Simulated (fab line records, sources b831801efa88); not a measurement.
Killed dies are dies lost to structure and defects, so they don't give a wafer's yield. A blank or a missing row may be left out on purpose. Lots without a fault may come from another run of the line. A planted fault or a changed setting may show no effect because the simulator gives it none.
A struck lot beside a sound one | flow gf180mcu | 21 steps out of a route of 602
Sound: wafers L618.2, L618.3, L618.4. Struck: wafers L609.1, L609.3, L609.5. The cause comes at the end.
At each step with rows: each side's tool, then ch and its chambers, then its first start. Under that, the readings that differ: sound wafers | struck wafers | difference of the means | sigmas: that difference in standard deviations of wafers without a fault.
alike: readings whose means differ by less than 2 such deviations, and words and numbers that are the same on both sides. not compared: withheld readings, readings that some wafer has no value for, bounds like >300 that may hide the same value, and numbers for which the record gives no deviation and whose values overlap.
The two part at a step that has a row with sigmas, a row that says differs or no value, or rows on one side only. Numbers that don't overlap but have no deviation are shown without sigmas and don't part them. A reading that every wafer of one side lacks parts them only if that side has two wafers or more.

GF_MIM_SPUTTER_02: material AlCu, target thk 450 nm, time 23.9 s.
  sound on pvd_sputter-01, day 32 01:32; struck on pvd_sputter-04, day 29 19:27
  alike: throttle_valve_pct
GF_MIM_SPUTTER_03: material Ti, target thk 10 nm, time 6.7 s.
  sound on pvd_sputter-01, day 32 01:34; struck on pvd_sputter-04, day 29 19:29
  alike: throttle_valve_pct
then, 2 steps without rows for these wafers: GF_MIM_SPUTTER_04 (material TiN, target thk 50 nm, time 41.7 s); GF_MIM_CVD_05 (deposits Si3N4, target thk 42 nm, time 29.086 s).
GF_MIM_THK_MEAS_06:
  sound on film_metro-04, day 32 01:40; struck on film_metro-03, day 29 19:35
  alike: MIM_CVD_05_THK
GF_MIM_SPUTTER_07: material TiN, target thk 60 nm, time 50 s.
  sound on pvd_sputter-04, day 32 01:43; struck on pvd_sputter-01, day 29 19:39
  alike: throttle_valve_pct
GF_MIM_SPUTTER_08: material AlCu, target thk 200 nm, time 10.6 s.
  sound on pvd_sputter-04, day 32 01:46; struck on pvd_sputter-01, day 29 19:41
  alike: throttle_valve_pct
GF_MIM_SPUTTER_09: material TiN, target thk 35 nm, time 29.2 s.
  sound on pvd_sputter-04, day 32 01:47; struck on pvd_sputter-01, day 29 19:43
  alike: throttle_valve_pct
GF_MIM_RS_MEAS_10: measures by four-point-probe.
  sound on film_metro-03, day 32 01:50; struck on film_metro-04, day 29 19:45
  alike: MIM_ALCU_RS
GF_MIM_THK_MEAS_11: measures by xrf.
  sound on film_metro-03, day 32 01:56; struck on film_metro-04, day 29 19:52
  alike: MIM_ALCU_THK
then, 2 steps without rows for these wafers: GF_MIM_DEHYDRATE_12 (time 60 s); GF_MIM_HMDS_13 (prime time 60 s).
GF_MIM_COAT_14: resist thk 1000 nm.
  sound on litho_track-04 ch 0, day 32 10:35; struck on litho_track-01 ch 0, day 30 05:29
  reading                                  | sound                | struck               | difference | sigmas
  spin_speed_rpm (rpm)                     | 3000.5 2998.4 3000.9 | 3123.0 3122.1 3124.0 | +123.1     | +68
  model.NOVOLAK_of_MIM_COAT_14.thk_nm (nm) | 1001 1005 1002       | 977.8 980.1 978.3    | -23.9      |
  alike: exhaust_pa
then, 4 steps without rows for these wafers: GF_MIM_SOFTBAKE_15 (time 60 s); GF_MIM_EXPOSE_16 (exposes mask FuseTop, target cd 2000 nm); GF_MIM_PEB_17; GF_MIM_DEVELOP_18 (develop time 60 s).
GF_MIM_METAL_ETCH_19: etches the open film in Cl2/BCl3, stops on Si3N4, target depth 324.5 nm, time 54.1 s.
  sound on rie_metal-04 ch 0,1, day 32 19:56; struck on rie_metal-03 ch 0,1, day 30 15:40
  reading                                  | sound             | struck            | difference | sigmas
  chamber_pressure_mTorr (mTorr)           | 7.999 7.995 7.985 | 8.008 8.012 8.017 | +0.019     | +3
  model.NOVOLAK_of_MIM_COAT_14.thk_nm (nm) | 869.8 874.8 866.4 | 847.1 851.6 847.1 | -21.7      |
  alike: drypump_motor_current_A, mfc_cl2_sccm, oes_product_au, throttle_valve_pct
  not compared: rf_hours_counter_h
GF_MIM_STRIP_20: strips in O2/N2.
  sound on plasma_asher-03 ch 0,1, day 32 20:00; struck on plasma_asher-03 ch 0,1, day 30 15:44
  reading                        | sound                | struck               | difference | sigmas
  chamber_pressure_mTorr (mTorr) | 1500.8 1501.8 1499.2 | 1498.0 1498.0 1497.1 | -2.9       | -2
  strip_time_to_endpoint_s (s)   | 11.20 11.27 11.20    | 10.95 10.98 10.97    | -0.26      | -6
  alike: drypump_motor_current_A, heater_power_w, oes_product_au
  not compared: rf_hours_counter_h
then, 1 step without rows for these wafers: GF_MIM_STRIP_21 (strips in post etch residue remover, time 1200 s).
-- the record jumps here: 3 days lie between the struck wafers' starts before and after (it left off in module MIM and takes up again in module PASSIVATION, whose first step shown is number 602 of the route) --
GF_PASSIVATION_PROBE_99:
  the record has rows for the struck wafers here (prober-01, day 34 00:17) and none for the sound ones

WHERE THEY PART
First at GF_MIM_COAT_14; last, within this record, at GF_PASSIVATION_PROBE_99.

WHY: what the simulator had put in
Process parameter drift: litho_track-01, from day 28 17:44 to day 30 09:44, at GF_MIM_COAT_14. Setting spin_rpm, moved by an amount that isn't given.
